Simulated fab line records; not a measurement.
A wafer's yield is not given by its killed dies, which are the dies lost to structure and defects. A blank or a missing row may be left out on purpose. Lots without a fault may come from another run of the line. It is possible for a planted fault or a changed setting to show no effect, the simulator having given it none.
Matching of chambers ; flow sfq-line ; SFQ_TRILAYER_I0_CMP_CMP_028 on cmp-01: 4 sister chambers
The step polishes SiO2. 4 wafers are shown with their chamber, then 7 later ones without.

== EACH WAFER AND ITS CHAMBER ==
wafer;chamber;motor-current-A (A)
L515.4;0;9.9
L517.3;3;9.3
L525.1;1;10.9
L525.4;2;9.7

== WAFERS WHOSE CHAMBER IS MISSING ==
wafer;motor-current-A (A)
L525.5;10.1
L527.2;9.6
L527.4;11.1
L527.3;9.5
L528.1;10.4
L528.3;9.7
L528.4;10.2

== CHAMBER TAKEN BY EACH ==
wafer;from the rows above;in truth
L525.5;can't be placed: 0 or 2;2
L527.2;can't be placed: 2 or 3 or 0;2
L527.4;1;1
L527.3;can't be placed: 2 or 3 or 0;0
L528.1;can't be placed: 0 or 1 or 2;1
L528.3;can't be placed: 2 or 0 or 3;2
L528.4;can't be placed: 0 or 2 or 1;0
1 of 7 placed correctly. Can't be placed from these rows: 6 (the true chamber is among the candidates in 6). Number placed wrongly: 0.
How it was worked out, from the rows above alone: a wafer's distance from a chamber is the root of the sum, over the readings, of the square of ((its reading less the chamber's mean) divided by the reading's scatter). If the next closest chamber is less than 2 further off than the closest, the wafer can't be placed; otherwise it belongs to the closest. A chamber's mean is the mean of its shown wafers. The scatter: root of mean squared gap, hidden wafer to nearest shown wafer, with one shown wafer a chamber.
